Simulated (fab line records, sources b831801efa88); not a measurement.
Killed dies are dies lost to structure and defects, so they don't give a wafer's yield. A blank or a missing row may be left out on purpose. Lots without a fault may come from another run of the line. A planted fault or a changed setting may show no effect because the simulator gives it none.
fab line records | flow sky130 | part 2 of 2: steps 37 to 45 of 45
record lots=5 wafers=15 last_day=51
route steps=708 shown LDD_P@260 LDD_HVN@267 LDD_HVP@278 LDD_LDN@289 SPACER@304
lots that met no fault: from a run of the same line without faults
start_h: hours from the record's first day to the start of the lot's first wafer shown | wait_h: hours since the lot's step before | " the same as in the row above | L1.1+2: a row that stands for several wafers | - no value, or no start given | * or withheld: withheld | < > ~ a bound
route shown NAME@n: a module of which the file shows steps, and the number in the route of the first | usual: mean/standard deviation of fault-free wafers | same: alike in all rows | chamber/n: place in a boat | sites: the reading at each site | _std_site: their standard deviation | _edge_site: outer sites' mean less inner sites' | radius_mm: how far each site lies from the wafer's centre | mask NAME#n: copy n | behind: the tool/chamber that last shaped the wafer | hold: why the lot was held/for how many hours/how that ended | device: the transistor (n, p or np) that didn't switch | end of line: the same wafers' tests at the end of the route | a step without rows: its recipe alone | killed: dies lost to structure and defects at the first sort, not the wafer's yield | map: a wafer's dies, x killed, . not, _ none there
set.NAME: the setting as run; set.NAME@STEP: as run at that earlier step | model.NAME: the simulator's own value behind a step, which no gauge read
lots at some steps of the route; a table a step, a row a wafer
services: from which hour (start_h, from the record's first day; less than 0 if before it) a tool's chamber was out of use, for how many hours, and why
## steps
# step SKY_LDD_LDN_OVL_MEAS_07
# usual LDD_LDN_OVL=0.0/1.2
# columns lot.wafer tool chamber start_h wait_h LDD_LDN_OVL[nm]
L076.2 overlay-01 - 564.36 0.1 0.0
L076.4 " - " " -1.6
L076.6 " - " " -0.4
L079.1 overlay-01 - 588.34 0.1 1.5
L079.3 " - " " -0.6
L079.4 " - " " 0.1
L085.2 overlay-01 - 648.91 0.1 -0.5
L085.5 " - " " 1.0
L085.6 " - " " -0.3
L091.1 overlay-01 - 688.61 0.1 -0.6
L091.4 " - " " -1.9
L091.5 " - " " -2.9
L095.2 overlay-01 - 722.91 0.1 0.6
L095.3 " - " " 1.7
L095.6 " - " " 0.8
# step SKY_LDD_LDN_IMPLANT_08
# recipe species=As energy_kev=15 dose_cm2=1.25e+13 tilt_deg=withheld rotation_deg=23
# usual beam_energy_keV=15.000/0.0038
# columns lot.wafer tool chamber start_h wait_h beam_energy_keV
L076.2 implanter-02 0 564.42 0.0 14.998
L076.4 " 0 " " 14.996
L076.6 " 0 " " 15.002
L079.1 implanter-03 0 588.38 0.0 14.991
L079.3 " 0 " " 14.996
L079.4 " 0 " " 15.007
L085.2 implanter-02 0 648.97 0.0 14.999
L085.5 " 0 " " 14.996
L085.6 " 0 " " 14.998
L091.1 implanter-03 0 688.65 0.0 15.004
L091.4 " 0 " " 14.998
L091.5 " 0 " " 15.003
L095.2 implanter-01 0 722.97 0.0 14.996
L095.3 " 0 " " 14.991
L095.6 " 0 " " 15.007
# step SKY_LDD_LDN_IMPLANT_09
# recipe species=As energy_kev=15 dose_cm2=1.25e+13 tilt_deg=withheld rotation_deg=113
# usual beam_energy_keV=15.000/0.0046
# columns lot.wafer tool chamber start_h wait_h beam_energy_keV
L076.2 implanter-02 0 564.57 0.1 14.992
L076.4 " 0 " " 14.998
L076.6 " 0 " " 15.001
L079.1 implanter-03 0 588.53 0.1 15.002
L079.3 " 0 " " 15.000
L079.4 " 0 " " 14.996
L085.2 implanter-02 0 649.12 0.1 15.005
L085.5 " 0 " " 14.993
L085.6 " 0 " " 15.000
L091.1 implanter-03 0 688.80 0.1 14.989
L091.4 " 0 " " 14.998
L091.5 " 0 " " 15.000
L095.2 implanter-01 0 723.12 0.1 15.001
L095.3 " 0 " " 15.002
L095.6 " 0 " " 15.008
# step SKY_LDD_LDN_IMPLANT_10
# recipe species=As energy_kev=15 dose_cm2=1.25e+13 tilt_deg=withheld rotation_deg=203
# usual beam_energy_keV=14.999/0.0046
# columns lot.wafer tool chamber start_h wait_h beam_energy_keV
L076.2 implanter-02 0 564.72 0.1 14.993
L076.4 " 0 " " 14.988
L076.6 " 0 " " 14.997
L079.1 implanter-03 0 588.68 0.1 14.994
L079.3 " 0 " " 14.998
L079.4 " 0 " " 15.001
L085.2 implanter-02 0 649.27 0.1 15.001
L085.5 " 0 " " 14.997
L085.6 " 0 " " 15.006
L091.1 implanter-03 0 688.95 0.1 14.999
L091.4 " 0 " " 14.999
L091.5 " 0 " " 14.993
L095.2 implanter-01 0 723.27 0.1 14.998
L095.3 " 0 " " 14.994
L095.6 " 0 " " 14.999
# step SKY_LDD_LDN_IMPLANT_11
# recipe species=As energy_kev=15 dose_cm2=1.25e+13 tilt_deg=withheld rotation_deg=293
# usual beam_energy_keV=15.000/0.0049
# columns lot.wafer tool chamber start_h wait_h beam_energy_keV
L076.2 implanter-02 0 564.87 0.1 14.996
L076.4 " 0 " " 14.995
L076.6 " 0 " " 14.997
L079.1 implanter-03 0 588.83 0.1 15.004
L079.3 " 0 " " 15.001
L079.4 " 0 " " 15.007
L085.2 implanter-02 0 649.42 0.1 14.995
L085.5 " 0 " " 15.000
L085.6 " 0 " " 15.005
L091.1 implanter-03 0 689.10 0.1 15.007
L091.4 " 0 " " 14.997
L091.5 " 0 " " 15.002
L095.2 implanter-01 0 723.42 0.1 15.004
L095.3 " 0 " " 14.999
L095.6 " 0 " " 14.997
# step SKY_LDD_LDN_STRIP_12
# recipe chemistry=O2/N2 power_w=1400 pressure_mtorr=1500 platen_temp_c=withheld o2_flow_sccm=3000 n2_flow_sccm=300 overash_fraction=0.5
# usual drypump_motor_current_A=5.76/0.27 oes_product_au=0.716/0.0046 strip_time_to_endpoint_s=14.17/0.036
# same overash_fraction=0.5
# columns lot.wafer tool chamber start_h wait_h drypump_motor_current_A oes_product_au rf_hours_counter_h strip_time_to_endpoint_s
L076.2 plasma_asher-04 0 564.99 0.1 6.04 0.711 44 14.15
L076.4 " 0 " " 6.06 0.722 - 14.18
L076.6 " 1 " " 5.79 0.716 - 14.16
L079.1 plasma_asher-02 1 588.98 0.1 5.72 0.711 77 14.10
L079.3 " 0 " " 5.97 0.719 - 14.12
L079.4 " 1 " " 5.74 0.719 - 14.10
L085.2 plasma_asher-03 0 649.54 0.1 5.82 0.716 23 14.15
L085.5 " 1 " " 5.21 0.717 - 14.16
L085.6 " 0 " " 5.85 0.721 - 14.18
L091.1 plasma_asher-03 0 689.25 0.1 5.81 0.718 28 14.16
L091.4 " 0 " " 5.82 0.717 - 14.19
L091.5 " 1 " " 5.20 0.718 - 14.14
L095.2 plasma_asher-04 1 723.54 0.1 5.78 0.716 59 14.18
L095.3 " 0 " " 6.04 0.712 - 14.17
L095.6 " 0 " " 6.00 0.720 - 14.20
# step SKY_LDD_LDN_TW_MEAS_13
# usual LDD_LDN_TW=1487/19
# columns lot.wafer tool chamber start_h wait_h LDD_LDN_TW
L076.2 film_metro-02 - 565.10 0.1 1498
L076.4 " - " " 1504
L076.6 " - " " 1498
L079.1 film_metro-02 - 589.08 0.1 1514
L079.3 " - " " 1509
L079.4 " - " " 1509
L085.2 film_metro-03 - 649.65 0.1 1481
L085.5 " - " " 1471
L085.6 " - " " 1474
L091.1 film_metro-04 - 689.35 0.1 1470
L091.4 " - " " 1472
L091.5 " - " " 1473
L095.2 film_metro-04 - 723.65 0.1 1496
L095.3 " - " " 1496
L095.6 " - " " 1495
# step SKY_LDD_LDN_CLEAN_14
# recipe chemistry=SC1/SC2 mix=1:4:20 temp_c=70 time_s=150 dry=n2_spin
# columns lot.wafer tool chamber start_h wait_h
L076.2+4+6 wet_bench-01 2 565.15 0.0
L079.1+3+4 wet_bench-02 3 589.14 0.1
L085.2+5+6 wet_bench-02 2 649.71 0.0
L091.1+4+5 wet_bench-04 1 689.41 0.1
L095.2+3+6 wet_bench-02 3 723.70 0.0
# step SKY_SPACER_CVD_00
# recipe material=Si3N4 precursor=DCS/NH3 target_thk_nm=43.1 temp_c=770 time_s=740 pressure_mtorr=250
# usual spike_tc_bottom_C=790.9/2.4 zone_power_upper_pct=12.3/0.98
# columns lot.wafer tool chamber start_h wait_h spike_tc_bottom_C zone_power_upper_pct
L076.2 lpcvd-02 0 565.35 0.2 793.4 13.2
L076.4 " 0 " " 793.2 13.5
L076.6 " 0 " " 795.2 13.6
L079.1 lpcvd-02 0 589.66 0.5 794.5 13.4
L079.3 " 0 " " 793.7 13.2
L079.4 " 0 " " 791.6 13.4
L085.2 lpcvd-02 0 649.76 0.0 793.5 13.3
L085.5 " 0 " " 794.1 13.7
L085.6 " 0 " " 793.7 13.3
L091.1 lpcvd-02 1 689.46 0.0 792.3 11.5
L091.4 " 1 " " 787.8 11.5
L091.5 " 1 " " 788.7 11.3
L095.2 lpcvd-02 1 725.74 2.0 789.5 11.5
L095.3 " 1 " " 788.7 11.4
L095.6 " 1 " " 787.0 11.5
## services
# columns tool chamber start_h hours kind
iline_stepper-02 - 451.02 2.1 pm
implanter-04 - 471.27 4.2 pm
plasma_asher-04 - 483.65 28.1 pm
plasma_asher-02 - 494.67 5.6 repair
implanter-03 - 495.83 3.3 repair
implanter-04 - 503.94 5.9 repair
plasma_asher-02 - 517.89 13.6 pm
iline_stepper-02 - 522.03 1.7 pm
implanter-01 - 525.41 4.5 pm
implanter-01 - 532.41 1.4 repair
iline_stepper-01 - 538.11 2.1 pm
implanter-01 - 546.90 2.0 repair
iline_stepper-01 - 565.76 2.1 repair
iline_stepper-02 - 596.63 12.3 repair
implanter-01 - 602.79 2.7 pm
iline_stepper-01 - 613.95 1.7 pm
implanter-03 - 614.30 2.1 repair
implanter-03 - 634.23 3.4 pm
iline_stepper-02 - 649.19 1.8 repair
implanter-02 - 655.83 6.2 repair
implanter-03 - 678.77 1.7 pm
implanter-02 - 699.00 4.0 repair
implanter-01 - 702.20 4.0 repair
implanter-03 - 715.39 10.5 repair
